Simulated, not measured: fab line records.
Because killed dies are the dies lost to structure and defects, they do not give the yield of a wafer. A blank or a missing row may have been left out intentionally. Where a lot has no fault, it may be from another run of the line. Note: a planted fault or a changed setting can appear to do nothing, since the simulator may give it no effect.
Which tool is to blame? / flow gf180mcu / Sampling: 12 lots, 36 wafers, 6 of 602 route steps

## WHAT THE GAUGES READ, wafer by wafer
GF_MVSD_OVL_MEAS_07.
lot=L144; measured=day 4 16:31; on=overlay-02; MVSD_OVL (nm)=-0.2 -0.3 0.9
lot=L145; measured=day 4 21:43; on=overlay-02; MVSD_OVL (nm)=1.0 0.7 0.4
lot=L148; measured=day 5 13:31; on=overlay-02; MVSD_OVL (nm)=-3.7 -2.4 -1.7
lot=L149; measured=day 5 19:43; on=overlay-02; MVSD_OVL (nm)=-3.5 -0.9 -1.4
lot=L150; measured=day 6 05:37; on=overlay-01; MVSD_OVL (nm)=-1.7 -0.5 -1.7
lot=L151; measured=day 6 07:13; on=overlay-01; MVSD_OVL (nm)=-2.9 -4.2 -1.6
lot=L158; measured=day 8 02:25; on=overlay-01; MVSD_OVL (nm)=-3.9 -0.2 -1.1
lot=L160; measured=day 8 12:28; on=overlay-02; MVSD_OVL (nm)=-1.6 -1.7 -4.2
lot=L162; measured=day 9 01:09; on=overlay-02; MVSD_OVL (nm)=-1.0 0.7 0.7
lot=L163; measured=day 9 06:13; on=overlay-02; MVSD_OVL (nm)=1.9 0.1 1.4
lot=L165; measured=day 9 18:25; on=overlay-02; MVSD_OVL (nm)=-3.2 -3.3 0.4
lot=L166; measured=day 10 01:04; on=overlay-02; MVSD_OVL (nm)=-1.9 -3.5 -1.7

GF_MVSD_TW_MEAS_11.
lot=L144; measured=day 4 16:58; on=filmMetro-02; MVSD_TW=1574 1586 1586
lot=L145; measured=day 4 22:10; on=filmMetro-02; MVSD_TW=1573 1583 1578
lot=L148; measured=day 5 13:57; on=filmMetro-02; MVSD_TW=1595 1588 1593
lot=L149; measured=day 5 20:09; on=filmMetro-02; MVSD_TW=1639 1645 1641
lot=L150; measured=day 6 06:04; on=filmMetro-01; MVSD_TW=1656 1642 1652
lot=L151; measured=day 6 07:40; on=filmMetro-02; MVSD_TW=1634 1634 1636
lot=L158; measured=day 8 02:52; on=filmMetro-03; MVSD_TW=1603 1598 1600
lot=L160; measured=day 8 12:55; on=filmMetro-01; MVSD_TW=1579 1588 1582
lot=L162; measured=day 9 01:35; on=filmMetro-03; MVSD_TW=1600 1603 1598
lot=L163; measured=day 9 06:40; on=filmMetro-03; MVSD_TW=1598 1603 1597
lot=L165; measured=day 9 18:52; on=filmMetro-01; MVSD_TW=1582 1587 1583
lot=L166; measured=day 10 01:30; on=filmMetro-02; MVSD_TW=1581 1586 1588

GF_VT_IMPLANT_RS_MEAS_46: the measuring method here is four-point-probe.
lot=L144; measured=day 7 20:46; on=filmMetro-02; MVSD_RS (ohm/sq)=456.1 454.9 456.4
lot=L145; measured=day 8 03:37; on=filmMetro-03; MVSD_RS (ohm/sq)=457.0 457.2 456.9
lot=L148; measured=day 8 21:34; on=filmMetro-01; MVSD_RS (ohm/sq)=456.7 456.6 456.0
lot=L149; measured=day 9 04:58; on=filmMetro-03; MVSD_RS (ohm/sq)=412.1 411.9 413.6
lot=L150; measured=day 9 16:58; on=filmMetro-03; MVSD_RS (ohm/sq)=411.6 411.9 411.5
lot=L151; measured=day 9 18:25; on=filmMetro-02; MVSD_RS (ohm/sq)=412.4 413.3 412.7
lot=L158; measured=day 11 19:44; on=filmMetro-02; MVSD_RS (ohm/sq)=457.0 458.5 457.1
lot=L160; measured=day 12 06:08; on=filmMetro-03; MVSD_RS (ohm/sq)=456.6 456.3 456.7
lot=L162; measured=day 12 20:41; on=filmMetro-01; MVSD_RS (ohm/sq)=456.3 456.1 455.5
lot=L163; measured=day 13 03:53; on=filmMetro-01; MVSD_RS (ohm/sq)=456.1 456.2 456.6
lot=L165; measured=day 13 16:08; on=filmMetro-01; MVSD_RS (ohm/sq)=455.2 455.7 455.7
lot=L166; measured=day 14 01:19; on=filmMetro-03; MVSD_RS (ohm/sq)=456.3 458.2 455.5

## EACH LOT AND THE TOOL THAT RAN IT (in order: tool; ch and the chambers of the sampled wafers; start)
lot=L144; GF_STI_ETCH_14=rieSi-01 ch 0,2,3, day 2 07:40; GF_MVSD_IMPLANT_09=implanter-02 ch 0, day 4 16:43; GF_VT_IMPLANT_STRIP_20=plasmaAsher-01 ch 0,1, day 6 12:09
lot=L145; GF_STI_ETCH_14=rieSi-02 ch 1,2,3, day 2 12:31; GF_MVSD_IMPLANT_09=implanter-02 ch 0, day 4 21:55; GF_VT_IMPLANT_STRIP_20=plasmaAsher-01 ch 0,1, day 6 18:39
lot=L148; GF_STI_ETCH_14=rieSi-01 ch 0,1,3, day 3 02:04; GF_MVSD_IMPLANT_09=implanter-03 ch 0, day 5 13:42; GF_VT_IMPLANT_STRIP_20=plasmaAsher-04 ch 0, day 7 12:06
lot=L149; GF_STI_ETCH_14=rieSi-01 ch 0,1,3, day 3 07:46; GF_MVSD_IMPLANT_09=implanter-02 ch 0, day 5 19:54; GF_VT_IMPLANT_STRIP_20=plasmaAsher-01 ch 0,1, day 7 19:27
lot=L150; GF_STI_ETCH_14=rieSi-01 ch 0,1,2, day 3 15:10; GF_MVSD_IMPLANT_09=implanter-02 ch 0, day 6 05:49; GF_VT_IMPLANT_STRIP_20=plasmaAsher-02 ch 0,1, day 8 05:45
lot=L151; GF_STI_ETCH_14=rieSi-01 ch 1,2,3, day 3 18:31; GF_MVSD_IMPLANT_09=implanter-02 ch 0, day 6 07:25; GF_VT_IMPLANT_STRIP_20=plasmaAsher-04 ch 0,1, day 8 07:21
lot=L158; GF_STI_ETCH_14=rieSi-01 ch 0,1, day 5 06:43; GF_MVSD_IMPLANT_09=implanter-01 ch 0, day 8 02:38; GF_VT_IMPLANT_STRIP_20=plasmaAsher-01 ch 0, day 10 06:48
lot=L160; GF_STI_ETCH_14=rieSi-02 ch 0,1, day 5 16:31; GF_MVSD_IMPLANT_09=implanter-03 ch 0, day 8 12:41; GF_VT_IMPLANT_STRIP_20=plasmaAsher-02 ch 0,1, day 10 17:36
lot=L162; GF_STI_ETCH_14=rieSi-02 ch 1,2,3, day 6 03:37; GF_MVSD_IMPLANT_09=implanter-02 ch 0, day 9 01:22; GF_VT_IMPLANT_STRIP_20=plasmaAsher-04 ch 0,1, day 11 07:15
lot=L163; GF_STI_ETCH_14=rieSi-01 ch 0,3, day 6 08:37; GF_MVSD_IMPLANT_09=implanter-01 ch 0, day 9 06:26; GF_VT_IMPLANT_STRIP_20=plasmaAsher-02 ch 0,1, day 11 13:03
lot=L165; GF_STI_ETCH_14=rieSi-02 ch 0,2,3, day 6 19:01; GF_MVSD_IMPLANT_09=implanter-03 ch 0, day 9 18:38; GF_VT_IMPLANT_STRIP_20=plasmaAsher-04 ch 0,1, day 12 00:45
lot=L166; GF_STI_ETCH_14=rieSi-02 ch 0,1,3, day 7 00:28; GF_MVSD_IMPLANT_09=implanter-01 ch 0, day 10 01:15; GF_VT_IMPLANT_STRIP_20=plasmaAsher-02 ch 0,1, day 12 08:03
- GF_STI_ETCH_14: etches Si in HBr/Cl2/O2, target depth 360 nm, time 102.9 s.
- GF_MVSD_IMPLANT_09
- GF_VT_IMPLANT_STRIP_20: strips in O2/N2.

## WHAT THE TOOLS THEMSELVES READ (means of the sampled wafers that have a number; where no wafer has one, the mark that the record gives instead)
GF_STI_ETCH_14.
lot=L144; tool=rieSi-01; drypumpMotorCurrentA (A)=5.4; oesProductAu (a.u.)=0.992; throttleValvePct (%)=25.671
lot=L145; tool=rieSi-02; drypumpMotorCurrentA (A)=5.7; oesProductAu (a.u.)=0.996; throttleValvePct (%)=25.659
lot=L148; tool=rieSi-01; drypumpMotorCurrentA (A)=5.5; oesProductAu (a.u.)=1.002; throttleValvePct (%)=25.651
lot=L149; tool=rieSi-01; drypumpMotorCurrentA (A)=5.5; oesProductAu (a.u.)=0.998; throttleValvePct (%)=25.648
lot=L150; tool=rieSi-01; drypumpMotorCurrentA (A)=5.5; oesProductAu (a.u.)=0.994; throttleValvePct (%)=25.662
lot=L151; tool=rieSi-01; drypumpMotorCurrentA (A)=5.1; oesProductAu (a.u.)=0.996; throttleValvePct (%)=25.659
lot=L158; tool=rieSi-01; drypumpMotorCurrentA (A)=5.7; oesProductAu (a.u.)=0.989; throttleValvePct (%)=25.655
lot=L160; tool=rieSi-02; drypumpMotorCurrentA (A)=5.5; oesProductAu (a.u.)=0.990; throttleValvePct (%)=25.658
lot=L162; tool=rieSi-02; drypumpMotorCurrentA (A)=5.7; oesProductAu (a.u.)=1.004; throttleValvePct (%)=25.652
lot=L163; tool=rieSi-01; drypumpMotorCurrentA (A)=5.4; oesProductAu (a.u.)=1.014; throttleValvePct (%)=25.649
lot=L165; tool=rieSi-02; drypumpMotorCurrentA (A)=6.1; oesProductAu (a.u.)=1.000; throttleValvePct (%)=25.653
lot=L166; tool=rieSi-02; drypumpMotorCurrentA (A)=5.9; oesProductAu (a.u.)=0.985; throttleValvePct (%)=25.657

GF_MVSD_IMPLANT_09.
lot=L144 tool=implanter-02 doseIonsCm2=5e+12 faradayCurrentUA=28.2
lot=L145 tool=implanter-02 doseIonsCm2=5e+12 faradayCurrentUA=28.1
lot=L148 tool=implanter-03 doseIonsCm2=5e+12 faradayCurrentUA=28.4
lot=L149 tool=implanter-02 doseIonsCm2=9e+12 faradayCurrentUA=48.2
lot=L150 tool=implanter-02 doseIonsCm2=9e+12 faradayCurrentUA=48.4
lot=L151 tool=implanter-02 doseIonsCm2=9e+12 faradayCurrentUA=49.2
lot=L158 tool=implanter-01 doseIonsCm2=5e+12 faradayCurrentUA=28.1
lot=L160 tool=implanter-03 doseIonsCm2=5e+12 faradayCurrentUA=28.4
lot=L162 tool=implanter-02 doseIonsCm2=5e+12 faradayCurrentUA=28.5
lot=L163 tool=implanter-01 doseIonsCm2=5e+12 faradayCurrentUA=28.2
lot=L165 tool=implanter-03 doseIonsCm2=5e+12 faradayCurrentUA=28.0
lot=L166 tool=implanter-01 doseIonsCm2=5e+12 faradayCurrentUA=28.1

GF_VT_IMPLANT_STRIP_20.
lot=L144; tool=plasmaAsher-01; drypumpMotorCurrentA (A)=5.3; heaterPowerW (W)=316; o2FlowSccm (sccm)=2999; oesProductAu (a.u.)=0.715; platenTempC (C)=249.97; stripTimeToEndpointS (s)=12.66
lot=L145; tool=plasmaAsher-01; drypumpMotorCurrentA (A)=5.5; heaterPowerW (W)=323; o2FlowSccm (sccm)=2991; oesProductAu (a.u.)=0.715; platenTempC (C)=249.89; stripTimeToEndpointS (s)=12.65
lot=L148; tool=plasmaAsher-04; drypumpMotorCurrentA (A)=5.8; heaterPowerW (W)=319; o2FlowSccm (sccm)=3002; oesProductAu (a.u.)=0.721; platenTempC (C)=249.96; stripTimeToEndpointS (s)=12.65
lot=L149; tool=plasmaAsher-01; drypumpMotorCurrentA (A)=5.5; heaterPowerW (W)=325; o2FlowSccm (sccm)=2996; oesProductAu (a.u.)=0.714; platenTempC (C)=250.05; stripTimeToEndpointS (s)=12.58
lot=L150; tool=plasmaAsher-02; drypumpMotorCurrentA (A)=6.1; heaterPowerW (W)=341; o2FlowSccm (sccm)=2992; oesProductAu (a.u.)=0.720; platenTempC (C)=250.01; stripTimeToEndpointS (s)=12.61
lot=L151; tool=plasmaAsher-04; drypumpMotorCurrentA (A)=5.9; heaterPowerW (W)=340; o2FlowSccm (sccm)=3007; oesProductAu (a.u.)=0.719; platenTempC (C)=250.13; stripTimeToEndpointS (s)=12.62
lot=L158; tool=plasmaAsher-01; drypumpMotorCurrentA (A)=5.6; heaterPowerW (W)=342; o2FlowSccm (sccm)=3004; oesProductAu (a.u.)=0.714; platenTempC (C)=249.86; stripTimeToEndpointS (s)=12.60
lot=L160; tool=plasmaAsher-02; drypumpMotorCurrentA (A)=6.4; heaterPowerW (W)=321; o2FlowSccm (sccm)=3001; oesProductAu (a.u.)=0.709; platenTempC (C)=250.28; stripTimeToEndpointS (s)=12.66
lot=L162; tool=plasmaAsher-04; drypumpMotorCurrentA (A)=5.9; heaterPowerW (W)=354; o2FlowSccm (sccm)=3006; oesProductAu (a.u.)=0.714; platenTempC (C)=250.01; stripTimeToEndpointS (s)=12.65
lot=L163; tool=plasmaAsher-02; drypumpMotorCurrentA (A)=6.4; heaterPowerW (W)=320; o2FlowSccm (sccm)=2995; oesProductAu (a.u.)=0.715; platenTempC (C)=250.04; stripTimeToEndpointS (s)=12.67
lot=L165; tool=plasmaAsher-04; drypumpMotorCurrentA (A)=6.1; heaterPowerW (W)=367; o2FlowSccm (sccm)=3001; oesProductAu (a.u.)=0.716; platenTempC (C)=249.90; stripTimeToEndpointS (s)=12.64
lot=L166; tool=plasmaAsher-02; drypumpMotorCurrentA (A)=6.4; heaterPowerW (W)=323; o2FlowSccm (sccm)=3001; oesProductAu (a.u.)=0.719; platenTempC (C)=250.03; stripTimeToEndpointS (s)=12.64

## THE ANSWER, worked out from the rows above alone
Rule: the lots themselves supply what counts as usual. Put in order of their means at a reading, lots are off if they are a third of the lots or fewer, leave a main group of 4 or more, and stand apart from it by a gap of 3 or more times the standard deviation of the main group's means; of several such gaps the widest counts. A main group whose means are all the same, to the digits that the tables above print for the reading, isn't used. A lot without any number at a reading at which 4 lots or more have one is off too. The other lots that the step has rows for count as sound. First the gauges in route order, then the tools' own readings, where a lot's mean is used as printed above. At the first step where some lot is off, the reading lying furthest off is the one used; lots without a number count as furthest.
Off: at GF_MVSD_TW_MEAS_11 (MVSD_TW), L149, L150, L151. Main group: mean 1589, sd 8.3.
If a tool, at a process step before that reading, ran all the lots that are off and no sound lot after the first of them, it fits. The gauges at GF_MVSD_TW_MEAS_11 aren't tried: what is off there is off at GF_MVSD_IMPLANT_09 too, on other tools, and a gauge's error can't cause that. Not one of the candidates tried fits.

## WHAT THE SIMULATOR HAD PUT IN
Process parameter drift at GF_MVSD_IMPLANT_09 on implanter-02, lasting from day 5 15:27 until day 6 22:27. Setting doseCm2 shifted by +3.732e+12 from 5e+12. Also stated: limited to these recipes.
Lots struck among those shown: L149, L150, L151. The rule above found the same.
